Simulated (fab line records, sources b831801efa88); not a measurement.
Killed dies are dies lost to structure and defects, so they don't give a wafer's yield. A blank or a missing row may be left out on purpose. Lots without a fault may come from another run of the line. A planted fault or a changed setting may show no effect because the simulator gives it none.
Which tool did it? | flow gf180mcu | 24 lots, 72 wafers sampled, at 1 step of a route of 602

WHAT THE GAUGES READ, wafer by wafer
GF_V2_OVL_MEAS_15. Usual: V2_OVL 2 nm, standard deviation 4.5.
lot  | measured     | on         | V2_OVL (nm) | flag
L074 | day 20 11:45 | overlay-01 | -5 1 -1     |
L075 | day 20 22:18 | overlay-01 | 1 5 -4      |
L076 | day 21 02:32 | overlay-02 | 5 -3 0      |
L077 | day 21 17:45 | overlay-02 | -4 -1 5     |
L078 | day 22 00:12 | overlay-02 | 0 7 0       |
L079 | day 22 01:48 | overlay-01 | -7 1 4      |
L080 | day 22 13:38 | overlay-01 | 4 -3 3      |
L081 | day 22 19:10 | overlay-02 | -3 -2 -6    |
L082 | day 23 09:35 | overlay-01 | 6 6 9       |
L083 | day 23 12:20 | overlay-01 | 1 -3 -4     |
L084 | day 23 20:31 | overlay-01 | -5 -2 4     |
L085 | day 24 07:00 | overlay-01 | -4 -4 0     |
L086 | day 24 16:50 | overlay-02 | 9 11 12     |
L087 | day 24 23:52 | overlay-02 | 4 -1 1      |
L088 | day 25 05:12 | overlay-01 | -1 4 -5     |
L089 | day 25 10:25 | overlay-01 | 9 6 8       |
L090 | day 25 21:22 | overlay-02 | -2 -3 5     |
L091 | day 26 02:04 | overlay-01 | 4 5 1       |
L092 | day 26 14:00 | overlay-01 | 1 4 0       |
L093 | day 26 19:47 | overlay-01 | 9 1 3       |
L094 | day 27 01:40 | overlay-02 | 7 8 4       |
L095 | day 27 07:07 | overlay-01 | -1 -2 -3    |
L096 | day 27 17:03 | overlay-02 | 7 -1 7      |
L097 | day 28 03:25 | overlay-01 | 4 1 -3      |

WHICH TOOL RAN EACH LOT (tool, then ch and the chambers of the sampled wafers, then the start)
The record holds no process step before these readings.

WHAT THE TOOLS THEMSELVES READ (means of the sampled wafers that have a number; where no wafer has one, the mark that the record gives instead)
The record holds no such reading with a usual standard deviation.

THE ANSWER, worked out from the rows above alone
Rule: a lot is off if the mean of its wafers that have a number lies more than 3 standard deviations from the usual mean. A lot without any number at a reading at which 4 lots or more have one is off too. The other lots that the step has rows for count as sound. The gauges are gone through in route order, then the tools' own readings, and for those a lot's mean is taken as printed above. The first step at which some lot is off is used, and at that step the reading that is off furthest; a lot without a number counts as furthest.
No lot is off at any reading shown: from this, nothing can be told.

WHAT THE SIMULATOR HAD PUT IN
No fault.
